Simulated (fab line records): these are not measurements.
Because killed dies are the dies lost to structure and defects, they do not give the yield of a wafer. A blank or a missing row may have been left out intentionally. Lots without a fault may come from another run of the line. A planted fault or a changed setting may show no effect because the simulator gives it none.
The tool behind it: which one? | flow sky130 | 10 lots (30 wafers sampled), 1 step of a 708-step route

WHAT THE GAUGES SHOWED, per wafer
SKY_SD_N_CD_MEAS_07 targets a cd of 380 nm.
lot  | measured     | on        | cd-nm (nm)
L176 | day 30 12:17 | cd-sem-01 | 381.4 382.8 382.2
L181 | day 31 04:05 | cd-sem-02 | 381.1 380.3 380.5
L187 | day 33 06:22 | cd-sem-01 | 378.3 378.9 378.8
L188 | day 33 07:56 | cd-sem-02 | 381.0 380.5 378.5
L189 | day 33 12:16 | cd-sem-01 | 381.1 380.6 382.4
L190 | day 34 03:46 | cd-sem-02 | 381.6 380.7 380.6
L191 | day 34 08:07 | cd-sem-01 | 384.5 385.5 385.2
L192 | day 34 09:01 | cd-sem-02 | 381.5 379.9 379.9
L193 | day 34 20:34 | cd-sem-01 | 379.7 377.9 379.9
L194 | day 35 06:07 | cd-sem-01 | 379.9 380.2 381.2

TOOL THAT RAN EACH LOT (tool first, then ch and the chambers of the sampled wafers, then the start)
There is no process step in the record ahead of these readings.

WHAT THE TOOLS THEMSELVES READ (means of the sampled wafers that have a number; where no wafer has one, the mark that the record gives instead)
The record holds no such reading with a usual standard deviation.

THE ANSWER, worked out from the rows above alone
Rule: what is usual is taken from the lots themselves. The widest of any qualifying gaps counts: lots, ordered by their means at a reading, are off when they make up no more than a third of the lots, leave a main group of 4 or more, and stand apart from it by 3 or more times the standard deviation of that group's means. A main group whose means are all the same, to the digits that the tables above print for the reading, isn't used. A lot without any number at a reading at which 4 lots or more have one is off too. All remaining lots with rows at the step are treated as sound. Order of review: gauges by route order, followed by the tools' own readings, for which a lot's mean as printed above is used. The first step at which some lot is off is used, and at that step the reading that is off furthest; a lot without a number counts as furthest.
None of the lots is off at any reading shown; this tells nothing.

WHAT WAS PUT IN BY THE SIMULATOR
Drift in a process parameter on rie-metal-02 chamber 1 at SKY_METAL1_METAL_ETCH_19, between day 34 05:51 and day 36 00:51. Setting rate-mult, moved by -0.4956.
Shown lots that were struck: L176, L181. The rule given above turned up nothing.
